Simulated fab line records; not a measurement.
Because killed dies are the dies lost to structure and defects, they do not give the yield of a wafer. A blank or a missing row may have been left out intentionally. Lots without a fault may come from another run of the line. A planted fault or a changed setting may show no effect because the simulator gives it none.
Comparing a struck lot with a sound one + flow sky130 + 14 out of 708 route steps
Sound: the wafers L369.2, L369.4, L369.5. The struck wafers were L378.3, L378.4, L378.6. The cause is given at the end.
Per side, at each step with rows, come the tool, then ch with its chambers, and then its first start. Under that, the readings that differ: sound wafers + struck wafers + difference of the means + sigmas: that difference in standard deviations of wafers without a fault.
alike: readings with means less than 2 such deviations apart, plus words and numbers identical on both sides. not compared: withheld readings, readings lacking a value on some wafer, bounds such as >300 that could conceal the same value, and numbers that have no deviation in the record and whose values overlap.
The two part at a step that has a row with sigmas, a row that says differs or no value, or rows on one side only. Numbers that have no deviation but don't overlap get no sigmas and don't part them. A reading that every wafer of one side lacks parts them only if that side has two wafers or more.

first, 2 steps without rows for these wafers: SKY_VT_ADJUST_PCH_PEB_05; SKY_VT_ADJUST_PCH_DEVELOP_06 (develop time 60 s).
SKY_VT_ADJUST_PCH_OVL_MEAS_07:
  sound on overlay-01 at day 12 20:02; struck on overlay-02 at day 16 03:53
  alike: VT_ADJUST_PCH_OVL
then, 1 step without rows for these wafers: SKY_VT_ADJUST_PCH_IMPLANT_08.
SKY_VT_ADJUST_PCH_STRIP_09: strips in O2/N2.
  sound on plasma asher-03 ch 1, day 12 20:13; struck on plasma asher-02 ch 0,1, day 16 04:05
| reading             | sound             | struck            | difference | sigmas |
|---------------------|-------------------|-------------------|------------|--------|
| n2 flow sccm (sccm) | 299.0 300.3 299.4 | 301.3 301.8 301.2 | +1.9       | +2     |
  alike: drypump motor current A, oes product au, strip time to endpoint s
  not compared: rf hours counter h
SKY_VT_ADJUST_PCH_TW_MEAS_10:
  sound on film metro-02 at day 12 20:19; struck on film metro-02 at day 16 04:10
  alike: VT_ADJUST_PCH_TW
then, 6 steps without rows for these wafers: SKY_SONOS_TUNNEL_DEHYDRATE_00 (time 60 s); SKY_SONOS_TUNNEL_HMDS_01 (prime time 60 s); SKY_SONOS_TUNNEL_COAT_02 (resist thk 1140 nm); SKY_SONOS_TUNNEL_SOFTBAKE_03 (time 60 s); SKY_SONOS_TUNNEL_EXPOSE_04 (exposes mask TUNM, target cd 410 nm); SKY_SONOS_TUNNEL_PEB_05.
SKY_SONOS_TUNNEL_DEVELOP_06: develop time 60 s.
  sound on litho track-01 ch 0, day 13 19:11; struck on litho track-01, day 17 07:51
  no value came back on the struck wafers for chill plate temp C (C), develop time s (s); on the sound wafers chill plate temp C (C) reads 22.86 23.03 22.92
SKY_SONOS_TUNNEL_CD_MEAS_07 targets a cd of 410 nm.
  sound on cd sem-02 at day 13 19:19; struck on cd sem-01 at day 17 07:59
| reading    | sound             | struck | difference                    | sigmas |
|------------|-------------------|--------|-------------------------------|--------|
| cd nm (nm) | 411.1 408.0 412.2 | - - -  | no value on the struck wafers |        |

## WHERE THEY PART
Earliest at SKY_VT_ADJUST_PCH_STRIP_09; latest, in this record, at SKY_SONOS_TUNNEL_CD_MEAS_07.

WHY: what the simulator had put in
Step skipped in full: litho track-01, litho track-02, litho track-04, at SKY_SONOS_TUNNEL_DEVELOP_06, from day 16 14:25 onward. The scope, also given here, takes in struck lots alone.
